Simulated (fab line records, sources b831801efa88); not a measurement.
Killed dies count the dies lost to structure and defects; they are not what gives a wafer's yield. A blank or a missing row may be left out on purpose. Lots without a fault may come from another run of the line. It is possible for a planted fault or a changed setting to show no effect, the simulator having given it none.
Check for tools in common | flow sky130 | Lots sampled 12, wafers sampled 36

== WHY IT WAS OPENED ==
At SKY_LDD_P_TW_MEAS_11 the reading LDD_P_TW is flagged on 2 of 12 lots. No-fault wafers: 631, standard deviation 5.3.
Rule: a lot gets a flag if all its wafers with a number sit over 4 standard deviations from that mean, or if no wafer of it has a number. The other lots count as sound.

lot  | measured     | on           | LDD_P_TW, wafer by wafer | flag
L688 | day 19 07:41 | filmMetro-02 | 628 624 624              | 
L690 | day 20 03:58 | filmMetro-04 | 639 638 640              | 
L694 | day 21 12:02 | filmMetro-04 | 638 636 638              | 
L693 | day 21 12:38 | filmMetro-02 | 624 625 627              | 
L698 | day 23 20:02 | filmMetro-02 | 627 628 626              | 
L701 | day 24 13:01 | filmMetro-03 | 627 631 629              | 
L700 | day 24 13:27 | filmMetro-02 | 772 772 776              | FLAGGED
L706 | day 26 00:20 | filmMetro-03 | 781 778 784              | FLAGGED
L707 | day 26 04:53 | filmMetro-04 | 637 640 639              | 
L708 | day 26 18:26 | filmMetro-04 | 635 635 639              | 
L710 | day 26 23:44 | filmMetro-04 | 636 636 636              | 
L709 | day 27 01:14 | filmMetro-02 | 626 628 628              | 
The numbers of the flagged lots are 777 on average: +146 against the usual, or +28 standard deviations.

== TOOL THAT RAN EACH LOT ==
The record holds 1 process step before the reading, out of a route of 708 steps. Read each cell as the tool, then ch plus the chambers that the sampled wafers visited, then the start.
lot  | flag    | SKY_LDD_P_IMPLANT_09
L688 |         | implanter-04 ch 0, day 19 07:26
L690 |         | implanter-01 ch 0, day 20 03:43
L694 |         | implanter-01 ch 0, day 21 11:47
L693 |         | implanter-03 ch 0, day 21 12:23
L698 |         | implanter-01 ch 0, day 23 19:47
L701 |         | implanter-03 ch 0, day 24 12:46
L700 | FLAGGED | implanter-01 ch 0, day 24 12:53
L706 | FLAGGED | implanter-04 ch 0, day 25 23:47
L707 |         | implanter-03 ch 0, day 26 04:38
L708 |         | implanter-01 ch 0, day 26 18:11
L710 |         | implanter-03 ch 0, day 26 23:30
L709 |         | implanter-01 ch 0, day 27 01:00
What the steps here do:
- SKY_LDD_P_IMPLANT_09
- SKY_LDD_P_TW_MEAS_11

== FLAGGED AGAINST TOTAL, ONE TOOL AT A TIME (gauges that did the reading follow at the end) ==
step                 | tool         | lots run | flagged | share of the flagged lots | sound lots run after its first flagged lot
SKY_LDD_P_IMPLANT_09 | implanter-01 | 6        | 1       | some                      | 2 (L708,L709)
SKY_LDD_P_IMPLANT_09 | implanter-03 | 4        | 0       | none                      | -
SKY_LDD_P_IMPLANT_09 | implanter-04 | 2        | 1       | some                      | 0
SKY_LDD_P_TW_MEAS_11 | filmMetro-02 | 5        | 1       | some                      | 1 (L709)
SKY_LDD_P_TW_MEAS_11 | filmMetro-03 | 2        | 1       | some                      | 0
SKY_LDD_P_TW_MEAS_11 | filmMetro-04 | 5        | 0       | none                      | -

== WHAT THE TABLE ALLOWS ==
No row of the table ran every flagged lot.

== WHAT WAS PUT IN BY THE SIMULATOR ==
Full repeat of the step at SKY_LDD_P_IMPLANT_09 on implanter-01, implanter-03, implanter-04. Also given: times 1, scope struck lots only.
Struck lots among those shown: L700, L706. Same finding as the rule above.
